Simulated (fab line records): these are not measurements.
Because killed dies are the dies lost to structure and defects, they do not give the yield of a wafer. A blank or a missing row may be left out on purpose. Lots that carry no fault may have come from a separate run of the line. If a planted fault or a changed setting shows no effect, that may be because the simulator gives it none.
fab line records	flow sky130
record: lots: 13	wafers: 39	lastDay: 50
route steps=708 shown POLY_GATE@230 LDD_HVN@274 LDD_LDN@298 POLY_CUT@315 PAD_OPEN@708
lots untouched by any fault: they come from a run of this same line in which no faults occurred
startH: the number of hours between the record's first day and the start of the first shown wafer of the lot	waitH: hours from the lot's prior step to this one	" same as the row above	L1.1+2: one row covering several wafers at once	- value missing, or start not given	* or withheld: withheld	< > ~ a bound
route shown NAME@n: a module of which the file shows steps, and the number in the route of the first	usual: mean/standard deviation of fault-free wafers	same: alike in all rows	chamber/n: place in a boat	sites: each site's reading	_std_site: how widely they spread, as a standard deviation	_edge_site: mean of outer sites minus mean of inner sites	radiusMm: how far each site lies from the wafer's centre	mask NAME#n: copy n	behind: tool/chamber where the wafer was last shaped	hold: why the lot was held/for how many hours/how that ended	device: transistor that didn't switch, given as n, p or np	end of line: tests of these same wafers at the route's end	a step without rows: its recipe alone	killed: the dies lost at the first sort to structure and to defects; this is not the yield of the wafer	map: per-die view of a wafer (x killed, . not killed, _ where there is no die)
set.NAME: setting as actually run; set.NAME@STEP: the setting as run at that earlier step	model.NAME: the simulator's own value behind a step, which no gauge read
a sample of lots followed through the steps of the route, with each step as a table and each wafer as a row
services: when a tool's chamber went out of use (startH, in hours from the record's first day, below 0 if earlier), for how many hours, and the reason
== steps ==
step: SKY_POLY_GATE_ETCH_16
recipe: stopOn: poly-Si	chemistry: CH3F/O2	target: Si3N4	sourceW: 400	biasW: 80	pressureMtorr: 25	ch3fFlowSccm: 40	O2_flow_sccm: 30	timeS: 147.5	targetDepthA: 750
usual: biasW: 80.05/0.24	drypumpMotorCurrentA: 5.8/0.47	oesProductAu: 0.640/0.0049	throttleValvePct: 10.535/0.01
lot.wafer	tool	chamber	startH	waitH	biasW	drypumpMotorCurrentA	oesProductAu	rfHoursCounterH	throttleValvePct
L414.2	rieDiel-02	0	407.67	0.0	80.00	5.1	0.633	6	10.538
L414.3	"	3	"	"	80.09	5.7	0.646	30	10.531
L414.5	"	0	"	"	80.08	5.1	0.650	-	10.527
L415.2	rieDiel-02	0	419.48	0.0	79.88	5.1	0.644	6	10.546
L415.4	"	1	"	"	80.16	5.7	0.645	107	10.535
L415.5	"	3	"	"	80.35	5.8	0.636	-	10.542
L416.1	rieDiel-01	2	420.20	0.0	79.51	6.1	0.640	6	10.533
L416.2	"	3	"	"	80.39	5.0	0.643	8	10.553
L416.6	"	1	"	"	80.24	6.0	0.638	-	10.537
L419.1	rieDiel-01	1	444.58	0.0	79.85	6.0	0.646	23	10.511
L419.3	"	3	"	"	80.25	5.1	0.649	9	10.520
L419.6	"	0	"	"	80.29	6.7	0.639	-	10.525
L421.1	rieDiel-02	0	465.05	0.0	80.26	5.1	0.638	7	10.519
L421.2	"	2	"	"	80.16	5.6	0.637	3	10.533
L421.4	"	2	"	"	80.06	5.6	0.646	-	10.527
L425.1	rieDiel-02	3	495.68	0.0	80.42	5.8	0.649	32	10.547
L425.2	"	0	"	"	80.20	5.1	0.642	8	10.547
L425.4	"	1	"	"	79.56	5.7	0.637	0	10.545
L426.1	rieDiel-04	2	506.15	0.0	80.28	6.2	0.646	35	10.529
L426.3	"	0	"	"	79.54	5.8	0.635	4	10.539
L426.5	"	2	"	"	79.94	6.2	0.644	-	10.551
L428.3	rieDiel-04	0	518.57	0.0	79.78	5.8	0.633	4	10.549
L428.4	"	1	"	"	79.98	5.2	0.632	104	10.534
L428.6	"	3	"	"	80.15	6.0	0.645	-	10.519
L429.1	rieDiel-02	2	527.63	0.0	80.52	5.6	0.638	5	10.520
L429.2	"	1	"	"	80.01	5.7	0.645	1	10.534
L429.3	"	0	"	"	79.75	5.1	0.637	8	10.543
L430.4	rieDiel-01	0	540.85	0.0	80.13	6.7	0.641	9	10.547
L430.5	"	1	"	"	79.98	6.0	0.643	-	10.530
L430.6	"	2	"	"	80.30	6.2	0.634	-	10.543
L431.2	rieDiel-04	2	542.42	0.0	79.68	6.2	0.641	36	10.509
L431.3	"	0	"	"	80.65	5.8	0.636	4	10.546
L431.6	"	2	"	"	80.04	6.2	0.644	-	10.543
L433.2	rieDiel-04	1	564.87	0.1	79.62	5.2	0.643	0	10.543
L433.4	"	1	"	"	79.64	5.2	0.641	-	10.529
L433.6	"	1	"	"	79.83	5.2	0.641	-	10.523
L434.3	rieDiel-01	3	570.48	0.0	80.14	5.1	0.641	11	10.526
L434.5	"	3	"	"	79.90	5.1	0.638	-	10.532
L434.6	"	2	"	"	80.33	6.2	0.632	-	10.543
step: SKY_LDD_HVN_OVL_MEAS_07
usual: LDD_HVN_OVL: -0.3/1.4
lot.wafer	tool	chamber	startH	waitH	LDD_HVN_OVL[nm]
L414.2	overlay-01	-	502.53	0.1	1.9
L414.3	"	-	"	"	1.0
L414.5	"	-	"	"	-0.7
L415.2	overlay-01	-	515.03	0.1	3.3
L415.4	"	-	"	"	2.7
L415.5	"	-	"	"	1.3
L416.1	overlay-01	-	516.28	0.1	0.1
L416.2	"	-	"	"	-1.9
L416.6	"	-	"	"	1.0
L419.1	overlay-02	-	539.43	0.1	-0.1
L419.3	"	-	"	"	-0.2
L419.6	"	-	"	"	0.1
L421.1	overlay-01	-	560.01	0.1	0.7
L421.2	"	-	"	"	0.0
L421.4	"	-	"	"	0.2
L425.1	overlay-02	-	589.44	0.1	-1.5
L425.2	"	-	"	"	-2.1
L425.4	"	-	"	"	-1.4
L426.1	overlay-01	-	599.33	0.1	0.2
L426.3	"	-	"	"	-1.1
L426.5	"	-	"	"	-1.5
L428.3	overlay-02	-	610.50	0.1	-1.0
L428.4	"	-	"	"	-1.1
L428.6	"	-	"	"	-3.9
L429.1	overlay-01	-	619.69	0.1	-0.5
L429.2	"	-	"	"	-1.8
L429.3	"	-	"	"	0.1
L430.4	overlay-01	-	630.74	0.1	-0.3
L430.5	"	-	"	"	-0.5
L430.6	"	-	"	"	0.6
L431.2	overlay-02	-	633.52	0.1	1.7
L431.3	"	-	"	"	-2.6
L431.6	"	-	"	"	-2.3
L433.2	overlay-02	-	655.33	0.1	1.9
L433.4	"	-	"	"	0.0
L433.6	"	-	"	"	-1.0
L434.3	overlay-02	-	660.54	0.1	0.1
L434.5	"	-	"	"	0.9
L434.6	"	-	"	"	1.6
step: SKY_LDD_LDN_IMPLANT_09
recipe: species: As	energyKev: 15	doseCm2: 1.25e+13	tiltDeg: withheld	rotationDeg: 113
usual: doseIonsCm2: 1.2502e+13/1.3e+10	faradayCurrentUA: 70.6/1.4	rotationDeg: 113.01/0.021
lot.wafer	tool	chamber	startH	waitH	doseIonsCm2	faradayCurrentUA	rotationDeg
L414.2	implanter-03	0	563.55	0.1	1.2529e+13	70.3	112.98
L414.3	"	0	"	"	1.2497e+13	70.1	112.97
L414.5	"	0	"	"	1.2507e+13	71.1	113.03
L415.2	implanter-01	0	574.90	0.1	1.249e+13	71.0	113.03
L415.4	"	0	"	"	1.2491e+13	73.0	113.02
L415.5	"	0	"	"	1.2482e+13	71.9	112.99
L416.1	implanter-03	0	576.53	0.1	1.2486e+13	67.2	112.98
L416.2	"	0	"	"	1.2517e+13	70.0	113.00
L416.6	"	0	"	"	1.2485e+13	70.9	113.01
L419.1	implanter-01	0	599.73	0.1	5.167e+12	28.1	113.00
L419.3	"	0	"	"	5.167e+12	30.0	113.00
L419.6	"	0	"	"	5.149e+12	28.5	113.02
L421.1	implanter-01	0	619.46	0.1	5.163e+12	29.9	112.99
L421.2	"	0	"	"	5.153e+12	28.6	112.98
L421.4	"	0	"	"	5.158e+12	29.4	112.99
L425.1	implanter-04	0	648.03	0.1	1.2487e+13	70.7	113.01
L425.2	"	0	"	"	1.252e+13	72.9	113.00
L425.4	"	0	"	"	1.2511e+13	70.1	112.98
L426.1	implanter-04	0	656.83	0.1	1.2514e+13	73.3	112.97
L426.3	"	0	"	"	1.2529e+13	71.7	112.97
L426.5	"	0	"	"	1.2514e+13	68.8	112.99
L428.3	implanter-03	0	668.73	0.1	1.2507e+13	70.2	112.98
L428.4	"	0	"	"	1.2491e+13	68.3	113.00
L428.6	"	0	"	"	1.2547e+13	70.1	113.01
L429.1	implanter-04	0	677.11	0.1	1.2481e+13	69.0	113.06
L429.2	"	0	"	"	1.2496e+13	71.3	113.02
L429.3	"	0	"	"	1.2496e+13	72.2	113.03
L430.4	implanter-01	0	687.90	0.1	1.2502e+13	70.3	113.01
L430.5	"	0	"	"	1.2501e+13	70.1	112.97
L430.6	"	0	"	"	1.2476e+13	72.0	112.98
L431.2	implanter-01	0	689.75	0.1	1.2514e+13	72.1	113.04
L431.3	"	0	"	"	1.2494e+13	71.2	112.98
L431.6	"	0	"	"	1.2509e+13	70.0	113.01
L433.2	implanter-04	0	712.04	0.1	1.2489e+13	69.4	113.02
L433.4	"	0	"	"	1.2515e+13	70.6	113.01
L433.6	"	0	"	"	1.2489e+13	69.7	113.03
L434.3	implanter-01	0	716.96	0.1	1.2482e+13	69.0	113.00
L434.5	"	0	"	"	1.2477e+13	69.5	113.03
L434.6	"	0	"	"	1.2495e+13	71.0	113.02
step: SKY_POLY_CUT_CD_MEAS_08
recipe: targetCdNm: 270
usual: cdNm: 269.9/1.3
lot.wafer	tool	chamber	startH	waitH	cdNm
L414.2	cdSem-01	-	595.91	-	270.8
L414.3	"	-	"	"	271.0
L414.5	"	-	"	"	269.0
L415.2	cdSem-02	-	606.33	-	270.5
L415.4	"	-	"	"	271.6
L415.5	"	-	"	"	271.3
L416.1	cdSem-01	-	607.61	-	269.6
L416.2	"	-	"	"	268.3
L416.6	"	-	"	"	269.2
L419.1	cdSem-02	-	630.79	-	270.0
L419.3	"	-	"	"	270.8
L419.6	"	-	"	"	269.6
L421.1	cdSem-01	-	651.79	-	271.6
L421.2	"	-	"	"	269.7
L421.4	"	-	"	"	270.9
L425.1	cdSem-01	-	680.01	-	269.7
L425.2	"	-	"	"	270.8
L425.4	"	-	"	"	268.9
L426.1	cdSem-01	-	686.91	-	271.9
L426.3	"	-	"	"	272.7
L426.5	"	-	"	"	271.1
L428.3	cdSem-02	-	699.03	-	270.7
L428.4	"	-	"	"	269.2
L428.6	"	-	"	"	269.6
L429.1	cdSem-01	-	707.19	-	270.3
L429.2	"	-	"	"	269.5
L429.3	"	-	"	"	269.0
L430.4	cdSem-02	-	718.25	-	271.7
L430.5	"	-	"	"	270.4
L430.6	"	-	"	"	270.8
L431.2	cdSem-02	-	719.51	-	267.7
L431.3	"	-	"	"	268.4
L431.6	"	-	"	"	267.9
L433.2	cdSem-01	-	741.68	-	270.2
L433.4	"	-	"	"	270.9
L433.6	"	-	"	"	270.7
L434.3	cdSem-02	-	746.58	-	268.6
L434.5	"	-	"	"	269.8
L434.6	"	-	"	"	268.7
step: SKY_PAD_OPEN_PROBE_99
usual: killed_at_M0_to_M3: 44/7.3	killed_at_M4_up: 3.4/1.8	killedAtContacts: 24/5.8	killedAtFrontEnd: 15/4.9	killedAtOther: 0.4/0.63	killedDies: 86/11	killedOpen: 47/8	killedShort: 39/6.5
same: grossDies: 492	killedAtBackSide: 0
lot.wafer	tool	chamber	startH	waitH	killed_at_M0_to_M3	killed_at_M4_up	killedAtContacts	killedAtFrontEnd	killedAtOther	killedDies	killedOpen	killedShort
L414.2	prober-01	-	1105.10	0.1	32	2	22	13	0	69	36	33
L414.3	prober-01	-	1105.15	0.2	46	7	28	15	0	96	47	49
L414.5	prober-01	-	1105.25	0.2	47	1	24	16	0	88	47	40
L415.2	prober-01	-	1109.00	0.1	45	2	17	24	1	89	54	35
L415.4	prober-01	-	1109.10	0.2	47	2	23	7	0	79	45	34
L415.5	prober-01	-	1109.15	0.2	53	2	21	12	0	88	45	43
L416.1	prober-02	-	1110.12	0.1	43	3	17	8	0	71	43	28
L416.2	prober-02	-	1110.17	0.1	48	5	26	19	0	98	54	43
L416.6	prober-02	-	1110.37	0.2	50	7	19	8	0	84	46	38
L421.1	prober-01	-	1142.09	0.1	33	5	22	10	0	70	41	28
L421.2	prober-01	-	1142.14	0.1	36	6	24	20	0	86	58	27
L421.4	prober-01	-	1142.24	0.2	45	5	19	23	0	92	45	46
L425.1	prober-01	-	1157.50	0.1	33	5	22	16	0	76	46	30
L425.2	prober-01	-	1157.55	0.1	44	3	22	9	1	79	44	35
L425.4	prober-01	-	1157.65	0.2	38	5	16	9	0	68	40	28
L426.1	prober-02	-	1164.41	0.1	44	2	25	13	0	84	39	45
L426.3	prober-02	-	1164.51	0.2	38	5	35	14	0	92	59	33
L426.5	prober-02	-	1164.61	0.2	48	1	21	12	0	82	47	35
L428.3	prober-01	-	1170.99	0.2	40	3	23	27	0	93	50	43
L428.4	prober-01	-	1171.04	0.2	43	4	27	13	3	90	44	44
L428.6	prober-01	-	1171.14	0.2	39	7	31	13	1	91	48	42
L429.1	prober-01	-	1177.35	0.1	50	5	24	13	1	93	54	39
L429.2	prober-01	-	1177.40	0.1	40	2	24	15	0	81	46	35
L429.3	prober-01	-	1177.45	0.2	54	2	25	20	0	101	61	40
L430.4	prober-02	-	1182.46	0.2	54	4	21	13	0	92	52	40
L430.5	prober-02	-	1182.51	0.2	42	5	22	15	0	84	47	37
L430.6	prober-02	-	1182.56	0.2	48	1	14	20	0	83	41	42
L431.2	prober-01	-	1185.15	0.1	59	3	22	10	1	95	52	42
L431.3	prober-01	-	1185.20	0.2	47	4	24	17	2	94	46	48
L431.6	prober-01	-	1185.35	0.2	51	5	16	11	1	84	43	41
L433.2	prober-01	-	1197.49	0.1	57	4	23	13	0	97	50	47
L433.4	prober-01	-	1197.59	0.2	45	2	25	3	0	75	31	44
L433.6	prober-01	-	1197.69	0.2	46	3	29	15	0	93	48	45
L434.3	prober-01	-	1200.66	0.2	33	4	31	10	0	78	45	33
L434.5	prober-01	-	1200.76	0.2	33	5	29	10	1	78	41	37
L434.6	prober-01	-	1200.81	0.2	42	5	33	19	0	99	52	47
killed by level:class
L414.2 VIA1:geometricParticle:open=7 POLY_GATE:geometricParticle:open=6 CONTACT:geometricParticle:short=6 CONTACT:geometricParticle:open=6 VIA3:geometricParticle:open=6 LI_CONTACT:geometricParticle:open=5 FIELD_ISO:geometricParticle:short=4 METAL2:geometricParticle:short=4
L414.3 CONTACT:geometricParticle:open=10 VIA1:geometricParticle:open=8 METAL2:geometricParticle:short=8 LI_CONTACT:geometricParticle:open=7 VIA2:geometricParticle:open=7 METAL4:geometricParticle:short=7 CONTACT:geometricParticle:short=5 METAL3:geometricParticle:short=5
L414.5 LI_CONTACT:geometricParticle:open=9 VIA1:geometricParticle:open=9 VIA2:geometricParticle:open=7 METAL1:geometricParticle:short=6 CONTACT:geometricParticle:open=6 METAL2:geometricParticle:short=5 FIELD_ISO:geometricParticle:open=4 POLY_GATE:geometricParticle:short=4
L415.2 VIA3:geometricParticle:open=11 VIA1:geometricParticle:open=10 VIA2:geometricParticle:open=10 POLY_GATE:geometricParticle:short=6 FIELD_ISO:geometricParticle:open=5 POLY_GATE:geometricParticle:open=5 LI_CONTACT:geometricParticle:open=5 FIELD_ISO:geometricParticle:short=4
L415.4 VIA1:geometricParticle:open=10 VIA3:geometricParticle:open=10 LI_CONTACT:geometricParticle:open=8 VIA3:geometricParticle:short=7 CONTACT:geometricParticle:open=6 VIA1:geometricParticle:short=6 METAL2:geometricParticle:short=4 METAL1:geometricParticle:short=4
L415.5 VIA1:geometricParticle:open=12 CONTACT:geometricParticle:open=8 METAL2:geometricParticle:short=6 VIA3:geometricParticle:short=6 LI_CONTACT:geometricParticle:open=5 CONTACT:geometricParticle:short=5 METAL1:geometricParticle:short=5 VIA1:geometricParticle:short=5
L416.1 VIA2:geometricParticle:open=9 CONTACT:geometricParticle:open=8 VIA1:geometricParticle:open=7 VIA3:geometricParticle:open=6 LI_CONTACT:geometricParticle:open=4 METAL3:geometricParticle:short=4 METAL2:geometricParticle:short=3 VIA1:geometricParticle:short=3
L416.2 LI_CONTACT:geometricParticle:open=11 CONTACT:geometricParticle:open=10 VIA1:geometricParticle:open=9 VIA2:geometricParticle:open=7 METAL2:geometricParticle:short=7 FIELD_ISO:geometricParticle:open=6 METAL1:geometricParticle:short=6 FIELD_ISO:geometricParticle:short=5
L416.6 VIA2:geometricParticle:open=13 LI_CONTACT:geometricParticle:open=7 CONTACT:geometricParticle:short=6 VIA1:geometricParticle:short=6 VIA3:geometricParticle:open=6 VIA2:geometricParticle:short=5 VIA1:geometricParticle:open=5 METAL1:geometricParticle:short=4
L421.1 CONTACT:geometricParticle:open=9 VIA3:geometricParticle:open=6 VIA1:geometricParticle:open=6 LI_CONTACT:geometricParticle:open=5 VIA2:geometricParticle:open=5 METAL4:geometricParticle:short=5 METAL3:geometricParticle:short=4 LOCAL_INTERCONNECT:geometricParticle:short=4
L421.2 VIA1:geometricParticle:open=12 LI_CONTACT:geometricParticle:open=10 VIA2:geometricParticle:open=9 CONTACT:geometricParticle:open=6 POLY_GATE:geometricParticle:open=5 POLY_CUT:geometricParticle:short=4 CONTACT:geometricParticle:short=4 FIELD_ISO:geometricParticle:short=3
L421.4 VIA3:geometricParticle:open=10 VIA2:geometricParticle:short=7 FIELD_ISO:geometricParticle:open=6 CONTACT:geometricParticle:open=6 VIA1:geometricParticle:short=6 VIA2:geometricParticle:open=6 METAL4:geometricParticle:short=5 POLY_GATE:geometricParticle:open=5
L425.1 VIA2:geometricParticle:open=12 LI_CONTACT:geometricParticle:open=11 VIA1:geometricParticle:open=7 FIELD_ISO:geometricParticle:open=5 FIELD_ISO:geometricParticle:short=4 POLY_GATE:geometricParticle:short=4 METAL1:geometricParticle:short=4 VIA3:geometricParticle:open=4
L425.2 VIA1:geometricParticle:open=11 CONTACT:geometricParticle:open=8 VIA2:geometricParticle:open=7 LI_CONTACT:geometricParticle:open=6 METAL3:geometricParticle:short=5 VIA3:geometricParticle:open=4 VIA1:geometricParticle:short=4 VIA2:geometricParticle:short=4
L425.4 VIA2:geometricParticle:open=8 CONTACT:geometricParticle:open=7 VIA1:geometricParticle:open=6 FIELD_ISO:geometricParticle:open=5 METAL2:geometricParticle:short=5 VIA3:geometricParticle:open=5 METAL1:geometricParticle:short=4 LOCAL_INTERCONNECT:geometricParticle:short=3
L426.1 VIA1:geometricParticle:open=11 CONTACT:geometricParticle:open=9 METAL1:geometricParticle:short=8 FIELD_ISO:geometricParticle:short=5 LOCAL_INTERCONNECT:geometricParticle:short=5 VIA2:geometricParticle:short=5 VIA2:geometricParticle:open=5 METAL3:geometricParticle:short=5
L426.3 CONTACT:geometricParticle:open=14 VIA1:geometricParticle:open=11 LI_CONTACT:geometricParticle:open=9 VIA3:geometricParticle:open=9 VIA1:geometricParticle:short=5 LI_CONTACT:geometricParticle:short=5 FIELD_ISO:geometricParticle:short=4 METAL1:geometricParticle:short=4
L426.5 VIA1:geometricParticle:open=11 VIA3:geometricParticle:open=8 CONTACT:geometricParticle:open=8 VIA2:geometricParticle:short=6 VIA2:geometricParticle:open=5 FIELD_ISO:geometricParticle:short=4 POLY_GATE:geometricParticle:open=4 LOCAL_INTERCONNECT:geometricParticle:short=4
L428.3 CONTACT:geometricParticle:open=9 VIA1:geometricParticle:open=9 POLY_GATE:geometricParticle:open=8 VIA2:geometricParticle:open=8 METAL2:geometricParticle:short=6 FIELD_ISO:geometricParticle:short=5 LOCAL_INTERCONNECT:geometricParticle:short=5 VIA1:geometricParticle:short=5
L428.4 VIA1:geometricParticle:open=10 LI_CONTACT:geometricParticle:open=8 METAL2:geometricParticle:short=8 VIA1:geometricParticle:short=7 VIA2:geometricParticle:open=7 LOCAL_INTERCONNECT:geometricParticle:short=6 METAL1:geometricParticle:short=5 FIELD_ISO:geometricParticle:short=4
L428.6 CONTACT:geometricParticle:open=10 LI_CONTACT:geometricParticle:open=9 VIA3:geometricParticle:open=7 METAL1:geometricParticle:short=7 LI_CONTACT:geometricParticle:short=6 VIA1:geometricParticle:short=6 VIA1:geometricParticle:open=6 FIELD_ISO:geometricParticle:short=5
L429.1 VIA1:geometricParticle:open=12 CONTACT:geometricParticle:open=10 VIA2:geometricParticle:open=10 FIELD_ISO:geometricParticle:short=6 LI_CONTACT:geometricParticle:open=6 METAL1:geometricParticle:short=6 METAL1:geometricParticle:open=5 METAL4:geometricParticle:short=5
L429.2 CONTACT:geometricParticle:open=11 VIA2:geometricParticle:open=10 VIA1:geometricParticle:open=7 LI_CONTACT:geometricParticle:open=6 METAL2:geometricParticle:short=6 FIELD_ISO:geometricParticle:short=4 LI_CONTACT:geometricParticle:short=4 METAL1:geometricParticle:short=4
L429.3 CONTACT:geometricParticle:open=12 VIA1:geometricParticle:open=12 VIA3:geometricParticle:open=9 METAL1:geometricParticle:short=8 VIA1:geometricParticle:short=7 VIA2:geometricParticle:open=7 POLY_GATE:geometricParticle:short=6 LI_CONTACT:geometricParticle:open=6
L430.4 VIA1:geometricParticle:open=18 VIA1:geometricParticle:short=11 VIA3:geometricParticle:open=7 LI_CONTACT:geometricParticle:open=6 CONTACT:geometricParticle:open=5 CONTACT:geometricParticle:short=5 METAL1:geometricParticle:short=5 POLY_GATE:geometricParticle:open=4
L430.5 METAL1:geometricParticle:short=9 VIA3:geometricParticle:open=8 CONTACT:geometricParticle:open=7 LI_CONTACT:geometricParticle:open=6 VIA1:geometricParticle:open=6 FIELD_ISO:geometricParticle:open=5 VIA2:geometricParticle:short=4 VIA1:geometricParticle:short=4
L430.6 VIA1:geometricParticle:short=11 VIA1:geometricParticle:open=11 POLY_GATE:geometricParticle:short=7 CONTACT:geometricParticle:open=6 METAL2:geometricParticle:short=6 VIA2:geometricParticle:open=5 VIA3:geometricParticle:open=5 FIELD_ISO:geometricParticle:open=4
L431.2 VIA1:geometricParticle:open=16 LI_CONTACT:geometricParticle:open=8 VIA2:geometricParticle:short=8 VIA3:geometricParticle:open=8 METAL2:geometricParticle:short=6 LOCAL_INTERCONNECT:geometricParticle:short=5 VIA1:geometricParticle:short=5 CONTACT:geometricParticle:open=4
L431.3 VIA1:geometricParticle:open=14 VIA3:geometricParticle:open=9 CONTACT:geometricParticle:open=8 CONTACT:geometricParticle:short=6 POLY_GATE:geometricParticle:short=5 METAL1:geometricParticle:short=5 FIELD_ISO:geometricParticle:open=4 LI_CONTACT:geometricParticle:short=4
L431.6 VIA1:geometricParticle:open=11 CONTACT:geometricParticle:open=10 VIA2:geometricParticle:open=8 VIA1:geometricParticle:short=5 METAL3:geometricParticle:short=5 VIA3:geometricParticle:open=4 METAL2:geometricParticle:short=4 LOCAL_INTERCONNECT:geometricParticle:short=4
L433.2 VIA1:geometricParticle:open=12 CONTACT:geometricParticle:open=8 METAL1:geometricParticle:short=8 VIA1:geometricParticle:short=8 VIA3:geometricParticle:open=7 POLY_GATE:geometricParticle:short=5 LI_CONTACT:geometricParticle:open=5 LOCAL_INTERCONNECT:geometricParticle:short=5
L433.4 METAL2:geometricParticle:short=11 VIA1:geometricParticle:open=9 CONTACT:geometricParticle:short=9 CONTACT:geometricParticle:open=7 METAL1:geometricParticle:short=5 VIA3:geometricParticle:open=5 VIA1:geometricParticle:short=5 LOCAL_INTERCONNECT:geometricParticle:short=4
L433.6 VIA1:geometricParticle:open=11 CONTACT:geometricParticle:open=9 METAL2:geometricParticle:short=9 LOCAL_INTERCONNECT:geometricParticle:short=8 CONTACT:geometricParticle:short=8 VIA2:geometricParticle:open=8 POLY_GATE:geometricParticle:open=6 VIA3:geometricParticle:open=5
L434.3 LI_CONTACT:geometricParticle:open=11 CONTACT:geometricParticle:open=6 VIA1:geometricParticle:open=6 LOCAL_INTERCONNECT:geometricParticle:short=5 METAL3:geometricParticle:short=5 VIA2:geometricParticle:open=5 VIA3:geometricParticle:open=5 FIELD_ISO:geometricParticle:open=4
L434.5 CONTACT:geometricParticle:open=12 VIA1:geometricParticle:open=7 VIA3:geometricParticle:open=7 LOCAL_INTERCONNECT:geometricParticle:short=6 CONTACT:geometricParticle:short=5 FIELD_ISO:geometricParticle:short=4 METAL1:geometricParticle:short=4 LI_CONTACT:geometricParticle:open=3
L434.6 CONTACT:geometricParticle:open=9 LI_CONTACT:geometricParticle:open=8 VIA1:geometricParticle:open=8 LOCAL_INTERCONNECT:geometricParticle:short=7 METAL1:geometricParticle:short=7 VIA1:geometricParticle:short=6 METAL2:geometricParticle:short=6 CONTACT:geometricParticle:short=5
== services ==
tool	chamber	startH	hours	kind
rieDiel-01	0	388.06	1.6	repair
rieDiel-04	3	392.81	2.3	repair
rieDiel-04	-	398.31	1.3	repair
implanter-04	-	410.01	34.5	pm
rieDiel-02	0	424.01	5.8	repair
rieDiel-04	2	435.76	42.0	repair
rieDiel-02	1	439.93	8.3	repair
rieDiel-01	0	450.41	2.8	repair
rieDiel-04	3	465.70	1.9	repair
rieDiel-04	3	468.94	45.4	repair
implanter-01	-	469.95	4.6	repair
rieDiel-02	-	474.97	4.3	pm
rieDiel-04	0	497.44	3.2	repair
rieDiel-01	1	499.90	31.5	repair
rieDiel-01	2	502.18	4.5	repair
rieDiel-04	1	524.29	5.5	repair
implanter-01	-	539.67	3.8	repair
rieDiel-02	3	549.60	4.9	repair
rieDiel-01	2	554.16	1.5	repair
rieDiel-04	3	554.73	14.7	repair
rieDiel-04	-	558.31	2.8	pm
rieDiel-02	3	560.53	5.4	repair
implanter-04	-	560.78	3.6	repair
rieDiel-02	-	583.17	15.6	pm
== key ==
firstSign: step: SKY_LDD_LDN_IMPLANT_09	reading: doseIonsCm2	direction: down	sigmas: 99+	usual: *	struck: *
effect: step: SKY_LDD_LDN_IMPLANT_09	reading: faradayCurrentUA	direction: down	sigmas: 30	usual: 70.6	struck: 29.1
metAt SKY_LDD_LDN_IMPLANT_09
struckLots L419,L421
rowsEnd L419.1,L419.3,L419.6
testerLeftOut L421
notActingAt SKY_POLY_GATE_ETCH_16,SKY_LDD_HVN_OVL_MEAS_07,SKY_POLY_CUT_CD_MEAS_08
onsetBetween 574.90 599.73
fault: kind: processParameterDrift	tool: implanter-01	chamber: -	onsetH: 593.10	steps: SKY_LDD_LDN_IMPLANT_09	channel: doseCm2	offset: *	shape: step	endH: 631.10	actsIn: *	stated: *
testerLeftOut: of these lots the tester's yield and bins aren't shown, on N5 and GAA mostly nor the transistor test; their killed dies are dies lost to structure and defects alone, not to doping, threshold or leakage, so they don't give the yield
rowsEnd: these wafers met a further fault down the route, and their rows from its step on are left out
